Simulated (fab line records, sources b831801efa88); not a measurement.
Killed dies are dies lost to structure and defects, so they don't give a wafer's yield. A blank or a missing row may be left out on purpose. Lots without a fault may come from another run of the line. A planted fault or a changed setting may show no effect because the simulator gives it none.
fab line records | flow sky130
record lots=5 wafers=15 last_day=50
route steps=708 shown LDD_LDN@292 SPACER@304 POLY_CUT@307 SD_P@320 RES_XHIGH@332 SALICIDE@361 PAD_OPEN@708
lots that met no fault: from a run of the same line without faults
start_h: hours from the record's first day to the start of the lot's first wafer shown | wait_h: hours since the lot's step before | " the same as in the row above | L1.1+2: a row that stands for several wafers | - no value, or no start given | * or withheld: withheld | < > ~ a bound
route shown NAME@n: a module of which the file shows steps, and the number in the route of the first | usual: mean/standard deviation of fault-free wafers | same: alike in all rows | chamber/n: place in a boat | sites: the reading at each site | _std_site: their standard deviation | _edge_site: outer sites' mean less inner sites' | radius_mm: how far each site lies from the wafer's centre | mask NAME#n: copy n | behind: the tool/chamber that last shaped the wafer | hold: why the lot was held/for how many hours/how that ended | device: the transistor (n, p or np) that didn't switch | end of line: the same wafers' tests at the end of the route | a step without rows: its recipe alone | killed: dies lost to structure and defects at the first sort, not the wafer's yield | map: a wafer's dies, x killed, . not, _ none there
set.NAME: the setting as run; set.NAME@STEP: as run at that earlier step | model.NAME: the simulator's own value behind a step, which no gauge read
lots at some steps of the route; a table a step, a row a wafer
services: from which hour (start_h, from the record's first day; less than 0 if before it) a tool's chamber was out of use, for how many hours, and why
## steps
# step SKY_LDD_LDN_SOFTBAKE_03
# recipe temp_c=90 time_s=60 resist=NOVOLAK
# step SKY_LDD_LDN_EXPOSE_04
# recipe mask_id=LDNTM na=0.6 source_shape=conventional sigma_outer=0.6 polarization=unpolarized target_cd_nm=700 dose_mj=140
# step SKY_LDD_LDN_PEB_05
# recipe temp_c=withheld time_s=* resist=NOVOLAK
# step SKY_LDD_LDN_DEVELOP_06
# recipe resist=NOVOLAK developer=TMAH develop_time_s=60 dev_temp_c=23
# step SKY_LDD_LDN_OVL_MEAS_07
# usual LDD_LDN_OVL=0.5/1.2
# columns lot.wafer tool chamber start_h wait_h LDD_LDN_OVL[nm]
L340.1 overlay-02 - 533.47 0.1 0.4
L340.4 " - " " -0.9
L340.5 " - " " -0.2
L343.3 overlay-01 - 573.75 0.1 2.4
L343.5 " - " " 0.8
L343.6 " - " " 1.3
L351.2 overlay-02 - 628.32 0.1 0.4
L351.5 " - " " 0.3
L351.6 " - " " 0.0
L361.1 overlay-02 - 703.24 0.1 0.6
L361.2 " - " " 0.8
L361.3 " - " " 2.0
L362.2 overlay-02 - 708.40 0.1 -0.1
L362.5 " - " " -1.7
L362.6 " - " " -1.7
# step SKY_LDD_LDN_IMPLANT_08
# recipe species=As energy_kev=15 dose_cm2=1.25e+13 tilt_deg=withheld rotation_deg=23
# step SKY_LDD_LDN_IMPLANT_09
# recipe species=As energy_kev=15 dose_cm2=1.25e+13 tilt_deg=withheld rotation_deg=113
# step SKY_LDD_LDN_IMPLANT_10
# recipe species=As energy_kev=15 dose_cm2=1.25e+13 tilt_deg=withheld rotation_deg=203
# step SKY_LDD_LDN_IMPLANT_11
# recipe species=As energy_kev=15 dose_cm2=1.25e+13 tilt_deg=withheld rotation_deg=293
# step SKY_LDD_LDN_STRIP_12
# recipe chemistry=O2/N2 power_w=1400 pressure_mtorr=1500 platen_temp_c=withheld o2_flow_sccm=3000 n2_flow_sccm=300 overash_fraction=0.5
# usual drypump_motor_current_A=5.75/0.25 oes_product_au=0.715/0.0045 strip_time_to_endpoint_s=14.259/0.028
# columns lot.wafer tool chamber start_h wait_h drypump_motor_current_A oes_product_au rf_hours_counter_h strip_time_to_endpoint_s
L340.1 plasma_asher-03 1 534.10 0.1 5.42 0.716 43 14.216
L340.4 " 1 " " 5.40 0.715 - 14.293
L340.5 " 1 " " 5.38 0.705 - 14.267
L343.3 plasma_asher-03 1 574.41 0.1 5.42 0.715 - 14.271
L343.5 " 0 " " 5.78 0.718 - 14.239
L343.6 " 1 " " 5.40 0.718 - 14.265
L351.2 plasma_asher-02 0 628.95 0.1 5.69 0.715 19 14.250
L351.5 " 0 " " 5.68 0.720 - 14.241
L351.6 " 1 " " 6.10 0.708 - 14.259
L361.1 plasma_asher-02 1 703.88 0.1 6.13 0.717 26 14.256
L361.2 " 0 " " 5.68 0.710 26 14.225
L361.3 " 1 " " 6.12 0.717 - 14.229
L362.2 plasma_asher-02 1 709.03 0.1 6.09 0.712 27 14.267
L362.5 " 0 " " 5.68 0.715 - 14.237
L362.6 " 1 " " 6.10 0.720 - 14.235
# step SKY_LDD_LDN_TW_MEAS_13
# usual LDD_LDN_TW=1488/10
# columns lot.wafer tool chamber start_h wait_h LDD_LDN_TW
L340.1 film_metro-02 - 534.20 0.1 1492
L340.4 " - " " 1492
L340.5 " - " " 1496
L343.3 film_metro-01 - 574.50 0.1 1479
L343.5 " - " " 1472
L343.6 " - " " 1473
L351.2 film_metro-01 - 629.06 0.1 1490
L351.5 " - " " 1487
L351.6 " - " " 1479
L361.1 film_metro-04 - 703.98 0.1 1484
L361.2 " - " " 1484
L361.3 " - " " 1487
L362.2 film_metro-04 - 709.14 0.1 1488
L362.5 " - " " 1487
L362.6 " - " " 1484
# step SKY_LDD_LDN_CLEAN_14
# recipe chemistry=SC1/SC2 mix=1:4:20 temp_c=70 time_s=150 dry=n2_spin
# step SKY_SPACER_CVD_00
# recipe material=Si3N4 precursor=DCS/NH3 target_thk_nm=43.1 temp_c=770 time_s=740 pressure_mtorr=250
# usual susceptor_temp_C=770.1/0.37
# columns lot.wafer tool chamber start_h wait_h susceptor_temp_C model.Si3N4_of_SPACER_CVD_00.thk_nm
L340.1 lpcvd-02 0 534.31 0.0 770.2 42.77
L340.4 " 0 " " 770.0 42.86
L340.5 " 0 " " 770.5 42.45
L343.3 lpcvd-02 0 575.12 0.5 770.0 42.82
L343.5 " 0 " " 769.7 42.79
L343.6 " 0 " " 770.2 43.12
L351.2 lpcvd-02 1 630.16 1.0 770.0 39.99
L351.5 " 1 " " 770.0 39.68
L351.6 " 1 " " 770.2 39.65
L361.1 lpcvd-02 1 704.10 0.0 770.2 42.8
L361.2 " 1 " " 770.6 42.67
L361.3 " 1 " " 770.0 42.94
L362.2 lpcvd-02 1 710.00 0.8 770.0 42.54
L362.5 " 1 " " 769.9 42.46
L362.6 " 1 " " 770.1 42.32
# step SKY_SPACER_THK_MEAS_01
# recipe reads=Si3N4_of_SPACER_CVD_00
# usual SPACER_CVD_00_THK=43.0/0.39
# columns lot.wafer tool chamber start_h wait_h SPACER_CVD_00_THK[nm]
L340.1 film_metro-01 - 536.12 0.0 42.7
L340.4 " - " " 42.9
L340.5 " - " " 42.4
L343.3 film_metro-03 - 576.35 0.0 42.8
L343.5 " - " " 42.8
L343.6 " - " " 43.1
L351.2 film_metro-03 - 631.37 0.0 40.0
L351.5 " - " " 39.7
L351.6 " - " " 39.7
L361.1 film_metro-03 - 705.30 0.0 42.7
L361.2 " - " " 42.7
L361.3 " - " " 42.9
L362.2 film_metro-03 - 711.21 0.0 42.5
L362.5 " - " " 42.5
L362.6 " - " " 42.3
# step SKY_SPACER_ETCHBACK_02
# recipe chemistry=CH3F/O2 target=Si3N4 stop_on=SiO2 source_w=400 bias_w=80 pressure_mtorr=25 ch3f_flow_sccm=40 O2_flow_sccm=30 time_s=46.7 target_depth_a=450
# usual drypump_motor_current_A=5.8/0.33 oes_product_au=0.853/0.0066 rf_fwd_power_W=396.3/1.5 throttle_valve_pct=10.563/0.0092
# columns lot.wafer tool chamber start_h wait_h drypump_motor_current_A oes_product_au rf_fwd_power_W rf_hours_counter_h throttle_valve_pct model.etch.depth_nm
L340.1 rie_diel-04 1 536.18 0.1 5.9 0.853 394.8 13 10.571 42.77
L340.4 " 3 " " 6.5 0.849 396.3 3 10.568 42.86
L340.5 " 2 " " 5.8 0.843 395.8 - 10.561 42.45
L343.3 rie_diel-04 3 576.39 0.0 6.5 0.842 396.2 4 10.570 42.82
L343.5 " 1 " " 5.9 0.850 396.0 - 10.571 42.79
L343.6 " 2 " " 5.8 0.856 397.4 - 10.568 43.12
L351.2 rie_diel-04 1 631.42 0.0 5.9 0.815 394.5 14 10.545 39.99
L351.5 " 2 " " 5.8 0.821 397.3 - 10.592 39.68
L351.6 " 1 " " 5.9 0.819 396.1 - 10.554 39.65
L361.1 rie_diel-01 1 705.36 0.1 5.4 0.847 396.8 10 10.584 42.8
L361.2 " 0 " " 5.7 0.847 394.8 9 10.552 42.67
L361.3 " 2 " " 6.0 0.844 400.3 22 10.557 42.94
L362.2 rie_diel-04 3 711.26 0.0 6.5 0.847 395.9 6 10.569 42.54
L362.5 " 3 " " 6.5 0.849 396.3 - 10.564 42.46
L362.6 " 0 " " 5.0 0.847 393.4 - 10.569 42.32
# step SKY_POLY_CUT_DEHYDRATE_00
# recipe temp_c=200 time_s=60
# step SKY_POLY_CUT_HMDS_01
# recipe prime_time_s=60 prime_temp_c=120
# step SKY_POLY_CUT_COAT_02
# recipe resist=BARC temp_c=withheld time_s=withheld spin_rpm=3000 resist_thk_nm=60
# step SKY_POLY_CUT_COAT_03
# recipe resist=KrF-thick spin_rpm=3000 resist_thk_nm=450
# step SKY_POLY_CUT_SOFTBAKE_04
# recipe temp_c=100 time_s=90 resist=KrF-thick
# step SKY_POLY_CUT_EXPOSE_05
# recipe mask_id=NPCM na=0.8 source_shape=annular sigma_inner=0.55 sigma_outer=0.85 target_cd_nm=270 dose_mj=32
# step SKY_POLY_CUT_PEB_06
# recipe peb_temp_c=withheld peb_time_s=withheld resist=KrF-thick
# step SKY_POLY_CUT_DEVELOP_07
# recipe develop_time_s=60 resist=KrF-thick dev_temp_c=21
# step SKY_POLY_CUT_CD_MEAS_08
# recipe target_cd_nm=270
# usual cd_nm=269.9/1.4
# columns lot.wafer tool chamber start_h wait_h cd_nm
L340.1 cd_sem-02 - 566.50 - 269.2
L340.4 " - " " 269.6
L340.5 " - " " 268.2
L343.3 cd_sem-01 - 605.48 - 270.1
L343.5 " - " " 268.9
L343.6 " - " " 269.7
L351.2 cd_sem-01 - 659.56 - 270.0
L351.5 " - " " 268.6
L351.6 " - " " 270.9
L361.1 cd_sem-02 - 732.86 - 269.6
L361.2 " - " " 269.8
L361.3 " - " " 271.0
L362.2 cd_sem-02 - 739.38 - 267.6
L362.5 " - " " 269.0
L362.6 " - " " 269.4
# step SKY_POLY_CUT_OVL_MEAS_09
# usual POLY_CUT_OVL=1/6.3
# columns lot.wafer tool chamber start_h wait_h POLY_CUT_OVL[nm]
L340.1 overlay-02 - 566.62 0.1 -12
L340.4 " - " " -16
L340.5 " - " " -6
L343.3 overlay-01 - 605.57 0.1 -1
L343.5 " - " " 4
L343.6 " - " " 8
L351.2 overlay-02 - 659.67 0.1 -8
L351.5 " - " " -4
L351.6 " - " " -2
L361.1 overlay-02 - 732.98 0.1 8
L361.2 " - " " 4
L361.3 " - " " 9
L362.2 overlay-01 - 739.49 0.1 4
L362.5 " - " " 8
L362.6 " - " " 1
# step SKY_POLY_CUT_ETCH_10
# recipe chemistry=N2/H2 target=BARC ion_energy_ev=200 source_w=500 bias_w=100 pressure_mtorr=30 n2_flow_sccm=100 h2_flow_sccm=200 stop_on=SiO2 time_s=45.9 target_depth_a=600
# usual drypump_motor_current_A=5.9/0.5 oes_product_au=0.854/0.0045 rf_fwd_power_W=494.9/2 throttle_valve_pct=13.226/0.0095
# columns lot.wafer tool chamber start_h wait_h drypump_motor_current_A oes_product_au rf_fwd_power_W rf_hours_counter_h throttle_valve_pct
L340.1 rie_diel-03 2 566.66 0.0 6.3 0.848 497.1 11 13.214
L340.4 " 3 " " 6.4 0.851 493.5 8 13.221
L340.5 " 2 " " 6.3 0.859 495.3 - 13.221
L343.3 rie_diel-03 2 605.60 0.0 6.3 0.856 495.3 11 13.229
L343.5 " 2 " " 6.3 0.856 497.2 - 13.226
L343.6 " 1 " " 5.0 0.863 496.2 - 13.237
L351.2 rie_diel-01 1 659.70 0.0 5.5 0.854 493.2 9 13.225
L351.5 " 2 " " 5.9 0.854 496.5 - 13.228
L351.6 " 0 " " 5.7 0.865 494.8 - 13.232
L361.1 rie_diel-01 0 733.02 0.0 5.7 0.863 495.2 10 13.222
L361.2 " 1 " " 5.4 0.846 494.1 11 13.221
L361.3 " 3 " " 6.1 0.865 491.2 31 13.235
L362.2 rie_diel-01 1 739.52 0.0 5.4 0.857 494.1 11 13.220
L362.5 " 3 " " 6.1 0.858 491.6 - 13.233
L362.6 " 0 " " 5.7 0.857 493.8 - 13.200
# step SKY_POLY_CUT_ETCH_11
# recipe target=Si3N4 chemistry=CF4/CH2F2/Ar stop_on=poly-Si source_w=600 bias_w=150 pressure_mtorr=40 cf4_flow_sccm=40 ch2f2_flow_sccm=20 Ar_flow_sccm=150 time_s=42.5 target_depth_a=600
# usual drypump_motor_current_A=5.9/0.5 oes_product_au=0.832/0.0068 rf_fwd_power_W=593.1/2.2 throttle_valve_pct=14.995/0.009
# columns lot.wafer tool chamber start_h wait_h drypump_motor_current_A oes_product_au rf_fwd_power_W rf_hours_counter_h throttle_valve_pct
L340.1 rie_diel-03 2 566.70 0.0 6.2 0.825 593.0 11 14.990
L340.4 " 3 " " 6.4 0.821 589.8 8 15.003
L340.5 " 2 " " 6.2 0.832 596.7 - 14.992
L343.3 rie_diel-03 2 605.64 0.0 6.2 0.832 595.0 11 15.002
L343.5 " 2 " " 6.3 0.826 593.6 - 14.995
L343.6 " 1 " " 5.1 0.821 595.5 - 14.998
L351.2 rie_diel-01 1 659.74 0.0 5.4 0.840 595.6 9 14.973
L351.5 " 2 " " 5.9 0.838 592.7 - 14.986
L351.6 " 0 " " 5.7 0.832 596.2 - 14.976
L361.1 rie_diel-01 0 733.06 0.0 5.7 0.833 593.4 10 15.002
L361.2 " 1 " " 5.4 0.824 591.3 11 14.991
L361.3 " 3 " " 6.1 0.815 593.5 31 14.984
L362.2 rie_diel-01 1 739.56 0.0 5.5 0.839 594.4 11 15.009
L362.5 " 3 " " 6.1 0.833 590.9 - 14.997
L362.6 " 0 " " 5.7 0.837 594.2 - 14.984
# step SKY_POLY_CUT_STRIP_12
# recipe chemistry=O2/N2 power_w=1400 pressure_mtorr=1500 platen_temp_c=withheld o2_flow_sccm=3000 n2_flow_sccm=300 overash_fraction=0.5
# usual drypump_motor_current_A=5.6/0.37 oes_product_au=0.452/0.0045 strip_time_to_endpoint_s=5.347/0.017
# columns lot.wafer tool chamber start_h wait_h drypump_motor_current_A oes_product_au rf_hours_counter_h strip_time_to_endpoint_s
L340.1 plasma_asher-02 0 566.74 0.0 5.6 0.453 13 5.356
L340.4 " 0 " " 5.7 0.453 - 5.374
L340.5 " 0 " " 5.7 0.449 - 5.353
L343.3 plasma_asher-03 0 605.71 0.1 5.8 0.454 - 5.350
L343.5 " 0 " " 5.8 0.451 - 5.356
L343.6 " 1 " " 5.4 0.452 - 5.352
L351.2 plasma_asher-02 0 659.78 0.0 5.6 0.449 22 5.326
L351.5 " 1 " " 6.1 0.450 - 5.313
L351.6 " 0 " " 5.6 0.450 - 5.316
L361.1 plasma_asher-03 0 733.10 0.0 5.8 0.451 63 5.359
L361.2 " 1 " " 5.4 0.448 63 5.359
L361.3 " 1 " " 5.4 0.454 - 5.340
L362.2 plasma_asher-02 0 739.60 0.0 5.7 0.450 30 5.379
L362.5 " 1 " " 6.1 0.458 - 5.380
L362.6 " 0 " " 5.7 0.445 - 5.372
# step SKY_SD_P_DEHYDRATE_00
# recipe temp_c=200 time_s=60
# step SKY_SD_P_HMDS_01
# recipe prime_time_s=60 prime_temp_c=120
# step SKY_SD_P_COAT_02
# recipe resist=NOVOLAK spin_rpm=3000 resist_thk_nm=1140
# step SKY_SD_P_SOFTBAKE_03
# recipe temp_c=90 time_s=60 resist=NOVOLAK
# step SKY_SD_P_EXPOSE_04
# recipe mask_id=PSDM na=0.6 source_shape=conventional sigma_outer=0.6 polarization=unpolarized target_cd_nm=380 dose_mj=138
# step SKY_SD_P_PEB_05
# recipe temp_c=withheld time_s=* resist=NOVOLAK
# step SKY_SD_P_DEVELOP_06
# recipe resist=NOVOLAK developer=TMAH develop_time_s=60 dev_temp_c=23
# step SKY_SD_P_CD_MEAS_07
# recipe target_cd_nm=380
# usual cd_nm=379.7/2.6
# columns lot.wafer tool chamber start_h wait_h cd_nm
L340.1 cd_sem-02 - 595.62 0.1 382.0
L340.4 " - " " 378.8
L340.5 " - " " 379.9
L343.3 cd_sem-02 - 635.19 0.1 383.0
L343.5 " - " " 381.2
L343.6 " - " " 380.8
L351.2 cd_sem-02 - 687.67 0.1 379.3
L351.5 " - " " 378.7
L351.6 " - " " 379.2
L361.1 cd_sem-01 - 761.07 0.1 377.9
L361.2 " - " " 379.5
L361.3 " - " " 380.0
L362.2 cd_sem-02 - 765.99 0.1 375.9
L362.5 " - " " 378.3
L362.6 " - " " 378.3
# step SKY_SD_P_OVL_MEAS_08
# usual SD_P_OVL=-0.1/1.7
# columns lot.wafer tool chamber start_h wait_h SD_P_OVL[nm]
L340.1 overlay-02 - 595.74 0.1 -1.2
L340.4 " - " " -2.2
L340.5 " - " " -0.4
L343.3 overlay-01 - 635.28 0.1 -1.1
L343.5 " - " " -1.7
L343.6 " - " " 0.3
L351.2 overlay-02 - 687.78 0.1 0.0
L351.5 " - " " -0.1
L351.6 " - " " 2.0
L361.1 overlay-01 - 761.19 0.1 0.7
L361.2 " - " " 1.2
L361.3 " - " " 1.3
L362.2 overlay-01 - 766.09 0.1 -1.3
L362.5 " - " " -1.1
L362.6 " - " " -0.7
# step SKY_SD_P_IMPLANT_09
# recipe species=BF2 energy_kev=20.16 dose_cm2=3e+15 tilt_deg=0
# step SKY_SD_P_STRIP_10
# recipe chemistry=O2/N2 power_w=1400 pressure_mtorr=1500 platen_temp_c=withheld o2_flow_sccm=3000 n2_flow_sccm=300 overash_fraction=0.5
# usual drypump_motor_current_A=5.56/0.23 oes_product_au=0.617/0.0044 strip_time_to_endpoint_s=17.51/0.046
# columns lot.wafer tool chamber start_h wait_h drypump_motor_current_A oes_product_au rf_hours_counter_h strip_time_to_endpoint_s
L340.1 plasma_asher-03 1 595.92 0.1 5.42 0.629 49 17.49
L340.4 " 1 " " 5.44 0.615 - 17.51
L340.5 " 0 " " 5.77 0.613 - 17.50
L343.3 plasma_asher-03 1 635.49 0.1 5.40 0.614 - 17.54
L343.5 " 0 " " 5.80 0.623 - 17.50
L343.6 " 1 " " 5.41 0.618 - 17.51
L351.2 plasma_asher-03 0 687.96 0.1 5.80 0.617 59 17.47
L351.5 " 1 " " 5.41 0.616 - 17.44
L351.6 " 0 " " 5.80 0.620 - 17.49
L361.1 plasma_asher-01 0 761.37 0.1 5.10 0.616 92 17.48
L361.2 " 1 " " 5.14 0.615 92 17.48
L361.3 " 0 " " 5.10 0.618 - 17.47
L362.2 plasma_asher-03 0 766.27 0.1 5.78 0.614 66 17.60
L362.5 " 0 " " 5.79 0.616 - 17.56
L362.6 " 1 " " 5.40 0.611 - 17.54
# step SKY_SD_P_TW_MEAS_11
# usual SD_P_TW=2840/15
# columns lot.wafer tool chamber start_h wait_h SD_P_TW
L340.1 film_metro-01 - 596.02 0.1 2844
L340.4 " - " " 2825
L340.5 " - " " 2826
L343.3 film_metro-01 - 635.58 0.1 2834
L343.5 " - " " 2835
L343.6 " - " " 2811
L351.2 film_metro-01 - 688.07 0.1 2831
L351.5 " - " " 2845
L351.6 " - " " 2845
L361.1 film_metro-03 - 761.47 0.1 2828
L361.2 " - " " 2826
L361.3 " - " " 2837
L362.2 film_metro-03 - 766.38 0.1 2834
L362.5 " - " " 2830
L362.6 " - " " 2834
# step SKY_RES_XHIGH_DEHYDRATE_00
# recipe temp_c=200 time_s=60
# step SKY_RES_XHIGH_HMDS_01
# recipe prime_time_s=60 prime_temp_c=120
# step SKY_SALICIDE_CLEAN_00
# recipe chemistry=HF-last time_s=30 dilution=100:1 dry=ipa_marangoni
# columns lot.wafer tool chamber start_h wait_h model.Si3N4_of_SPACER_CVD_00.thk_nm
L340.1 wet_bench-01 0 655.22 0.1 41.79
L340.4 " 0 " " 41.87
L340.5 " 0 " " 41.47
L343.3 wet_bench-03 1 692.55 0.1 41.85
L343.5 " 1 " " 41.81
L343.6 " 1 " " 42.15
L351.2 wet_bench-02 1 745.38 0.3 39.01
L351.5 " 1 " " 38.7
L351.6 " 1 " " 38.67
L361.1 wet_bench-02 0 817.32 0.1 41.82
L361.2 " 0 " " 41.69
L361.3 " 0 " " 41.96
L362.2 wet_bench-02 0 821.56 0.1 41.55
L362.5 " 0 " " 41.47
L362.6 " 0 " " 41.34
# step SKY_PAD_OPEN_PROBE_99
# usual killed_at_M0_to_M3=43/7.7 killed_at_M4_up=3.0/1.7 killed_at_contacts=24/5.2 killed_at_front_end=15/4.5 killed_at_other=0.3/0.5 killed_dies=85/9.5 killed_open=47/6.6 killed_short=38/6.6
# same gross_dies=492 killed_at_back_side=0
# columns lot.wafer tool chamber start_h wait_h killed_at_M0_to_M3 killed_at_M4_up killed_at_contacts killed_at_front_end killed_at_other killed_dies killed_open killed_short model.etest.pfet_01v8.r_on_ohm_um model.etest.sonos_uncharged.r_on_ohm_um model.etest.pfet_01v8.drive_ua_um model.etest.sram_pfet_latch.drive_ua_um model.etest.pfet_01v8_hvt.drive_ua_um model.etest.pfet_01v8_hvt.off_log10_a_um
L340.1 prober-02 - 1080.76 0.1 39 0 27 19 0 85 53 32 2881 780 193.6 142 145 -13.24
L340.4 prober-02 - 1080.91 0.2 26 5 29 17 0 77 38 39 2895 802.5 191.3 139.3 144.6 -13.13
L340.5 prober-02 - 1080.96 0.2 38 4 21 14 0 77 41 36 2870 783.7 191.2 148.5 144.3 -13.11
L343.3 prober-02 - 1111.17 0.2 32 7 17 18 1 75 38 37 2967 790 185 137.5 137.9 -13.43
L343.5 prober-02 - 1111.27 0.2 33 4 29 16 0 82 45 37 2922 784.5 188.7 134.6 140.2 -13.38
L343.6 prober-02 - 1111.32 0.2 51 3 23 16 0 93 52 41 2935 782.7 186.5 137.1 139.6 -13.34
L351.2 prober-02 - 1144.63 0.1 40 4 32 21 0 97 48 49 2743 773.1 205.5 151.8 152.5 -12.75
L351.5 prober-02 - 1144.78 0.2 41 5 20 13 0 79 45 34 2777 767.5 201.9 156.7 151.8 -12.88
L351.6 prober-02 - 1144.83 0.2 38 8 21 12 0 79 43 36 2732 766.3 207.9 153.7 156.1 -12.62
L361.1 prober-01 - 1193.04 0.1 38 6 26 15 0 85 42 43 2950 811.5 188.4 131.8 140.5 -13.09
L361.2 prober-01 - 1193.09 0.1 27 1 26 6 0 60 44 16 2902 785.6 190.3 138.2 142.1 -13.14
L361.3 prober-01 - 1193.14 0.2 38 4 23 10 0 75 42 33 2913 796.6 191.6 143.1 141.1 -13.24
L362.2 prober-02 - 1194.59 0.1 47 1 15 15 0 78 40 38 2832 788.5 198.7 142.5 148.7 -12.94
L362.5 prober-02 - 1194.74 0.2 42 3 34 16 0 95 46 49 2852 787.2 195.5 144.5 145.6 -13.07
L362.6 prober-02 - 1194.79 0.2 44 2 22 21 0 89 52 37 2855 790.2 193.9 149.9 145.8 -12.99
# killed by level:class
L340.1 VIA1:geometric_particle:open=8 CONTACT:geometric_particle:open=8 VIA3:geometric_particle:open=8 FIELD_ISO:geometric_particle:open=7 VIA2:geometric_particle:open=7 METAL2:geometric_particle:short=7 LI_CONTACT:geometric_particle:open=6 LOCAL_INTERCONNECT:geometric_particle:short=4
L340.4 LI_CONTACT:geometric_particle:open=9 POLY_GATE:geometric_particle:short=8 CONTACT:geometric_particle:open=8 METAL1:geometric_particle:short=6 VIA3:geometric_particle:open=5 LI_CONTACT:geometric_particle:short=5 POLY_GATE:geometric_particle:open=4 CONTACT:geometric_particle:short=4
L340.5 CONTACT:geometric_particle:open=9 VIA2:geometric_particle:open=9 VIA3:geometric_particle:open=6 METAL1:geometric_particle:short=5 LI_CONTACT:geometric_particle:open=4 CONTACT:geometric_particle:short=4 VIA1:geometric_particle:open=4 METAL2:geometric_particle:short=4
L343.3 VIA1:geometric_particle:open=8 VIA3:geometric_particle:open=8 POLY_GATE:geometric_particle:short=7 CONTACT:geometric_particle:short=5 CONTACT:geometric_particle:open=5 POLY_GATE:geometric_particle:open=4 LOCAL_INTERCONNECT:geometric_particle:short=4 VIA2:geometric_particle:open=4
L343.5 LI_CONTACT:geometric_particle:open=11 VIA3:geometric_particle:open=10 CONTACT:geometric_particle:open=9 CONTACT:geometric_particle:short=5 POLY_GATE:geometric_particle:short=4 VIA3:geometric_particle:short=4 VIA2:geometric_particle:open=4 METAL4:geometric_particle:short=4
L343.6 VIA3:geometric_particle:open=16 CONTACT:geometric_particle:open=8 VIA1:geometric_particle:open=8 LI_CONTACT:geometric_particle:open=7 METAL2:geometric_particle:short=6 METAL1:geometric_particle:short=5 POLY_GATE:geometric_particle:open=4 CONTACT:geometric_particle:short=4
L351.2 CONTACT:geometric_particle:open=11 CONTACT:geometric_particle:short=9 FIELD_ISO:geometric_particle:short=8 VIA1:geometric_particle:open=7 METAL2:geometric_particle:short=6 POLY_GATE:geometric_particle:open=5 LI_CONTACT:geometric_particle:open=5 METAL1:geometric_particle:short=5
L351.5 VIA1:geometric_particle:open=11 METAL1:geometric_particle:short=7 VIA3:geometric_particle:open=7 LI_CONTACT:geometric_particle:open=6 CONTACT:geometric_particle:open=6 FIELD_ISO:geometric_particle:short=5 LOCAL_INTERCONNECT:geometric_particle:short=5 VIA1:geometric_particle:short=5
L351.6 VIA3:geometric_particle:open=10 VIA1:geometric_particle:open=9 LOCAL_INTERCONNECT:geometric_particle:short=6 VIA2:geometric_particle:open=6 LI_CONTACT:geometric_particle:open=5 LI_CONTACT:geometric_particle:short=4 CONTACT:geometric_particle:open=4 METAL4:geometric_particle:short=4
L361.1 CONTACT:geometric_particle:open=11 VIA1:geometric_particle:open=9 METAL2:geometric_particle:short=7 LI_CONTACT:geometric_particle:open=6 FIELD_ISO:geometric_particle:open=5 VIA3:geometric_particle:open=5 METAL4:geometric_particle:short=5 METAL1:geometric_particle:short=4
L361.2 CONTACT:geometric_particle:open=11 LI_CONTACT:geometric_particle:open=9 VIA3:geometric_particle:open=8 VIA1:geometric_particle:open=6 LI_CONTACT:geometric_particle:short=4 VIA2:geometric_particle:short=4 POLY_GATE:geometric_particle:open=3 METAL3:geometric_particle:short=3
L361.3 VIA3:geometric_particle:open=10 VIA1:geometric_particle:open=7 LOCAL_INTERCONNECT:geometric_particle:short=6 METAL2:geometric_particle:short=6 LI_CONTACT:geometric_particle:open=5 CONTACT:geometric_particle:open=5 VIA1:geometric_particle:short=4 VIA2:geometric_particle:open=4
L362.2 VIA3:geometric_particle:open=7 VIA2:geometric_particle:open=7 CONTACT:geometric_particle:open=6 METAL1:geometric_particle:short=6 METAL1:geometric_particle:open=5 VIA1:geometric_particle:open=5 METAL2:geometric_particle:short=5 CONTACT:geometric_particle:short=4
L362.5 CONTACT:geometric_particle:open=12 LI_CONTACT:geometric_particle:open=9 METAL1:geometric_particle:short=8 POLY_GATE:geometric_particle:short=7 VIA1:geometric_particle:open=7 METAL2:geometric_particle:short=7 LI_CONTACT:geometric_particle:short=5 VIA1:geometric_particle:short=5
L362.6 VIA1:geometric_particle:open=9 VIA2:geometric_particle:open=9 LI_CONTACT:geometric_particle:open=8 CONTACT:geometric_particle:open=7 METAL2:geometric_particle:short=6 FIELD_ISO:geometric_particle:open=5 POLY_GATE:geometric_particle:open=5 METAL1:geometric_particle:short=5
## services
# columns tool chamber start_h hours kind
rie_diel-03 1 544.94 19.5 repair
plasma_asher-02 - 563.22 1.4 repair
rie_diel-01 - 571.13 2.8 pm
lpcvd-02 - 601.54 2.3 repair
rie_diel-01 0 616.98 6.7 repair
rie_diel-01 2 620.37 14.7 repair
rie_diel-04 0 621.97 34.4 repair
rie_diel-01 1 622.28 12.4 repair
rie_diel-04 1 622.35 6.4 repair
plasma_asher-03 - 622.71 0.4 repair
rie_diel-04 3 630.51 4.6 repair
rie_diel-01 3 641.04 38.2 repair
rie_diel-01 1 644.74 8.7 repair
rie_diel-01 0 645.89 9.9 repair
rie_diel-04 - 660.87 0.5 repair
plasma_asher-02 - 665.99 4.9 repair
rie_diel-04 - 666.34 1.1 repair
rie_diel-04 - 708.47 1.8 repair
rie_diel-01 2 718.29 31.3 repair
rie_diel-04 2 724.15 22.0 repair
rie_diel-03 1 775.30 7.5 repair
rie_diel-01 0 777.66 12.4 repair
lpcvd-02 - 804.51 6.0 pm
rie_diel-04 3 805.82 22.8 repair
## key
first_sign step=SKY_SPACER_THK_MEAS_01 reading=SPACER_CVD_00_THK direction=down sigmas=8.2 usual=43.0 struck=39.8
effect step=SKY_SPACER_ETCHBACK_02 reading=oes_product_au direction=down sigmas=5.3 usual=0.853 struck=0.818
model_effect step=SKY_SPACER_CVD_00 value=Si3N4_of_SPACER_CVD_00.thk_nm without=43.54 struck=39.78
model_effect step=SKY_SPACER_ETCHBACK_02 value=etch.depth_nm without=43.54 struck=39.78
model_effect step=SKY_SALICIDE_CLEAN_00 value=Si3N4_of_SPACER_CVD_00.thk_nm without=42.55 struck=38.79
model_effect step=SKY_PAD_OPEN_PROBE_99 value=etest.pfet_01v8.r_on_ohm_um without=2868 struck=2751
met_at SKY_SPACER_CVD_00
struck_wafers L351.2,L351.5,L351.6
tester_left_out L351
fault kind=process_parameter_drift tool=lpcvd-02 chamber=1 onset_h=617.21 steps=SKY_SPACER_CVD_00 channel=target_thk_nm offset=-3.7601 shape=step end_h=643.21 acts_in=these_recipes_only stated=43.1
# tester_left_out: of these lots the tester's yield and bins aren't shown, on N5 and GAA mostly nor the transistor test; their killed dies are dies lost to structure and defects alone, not to doping, threshold or leakage, so they don't give the yield
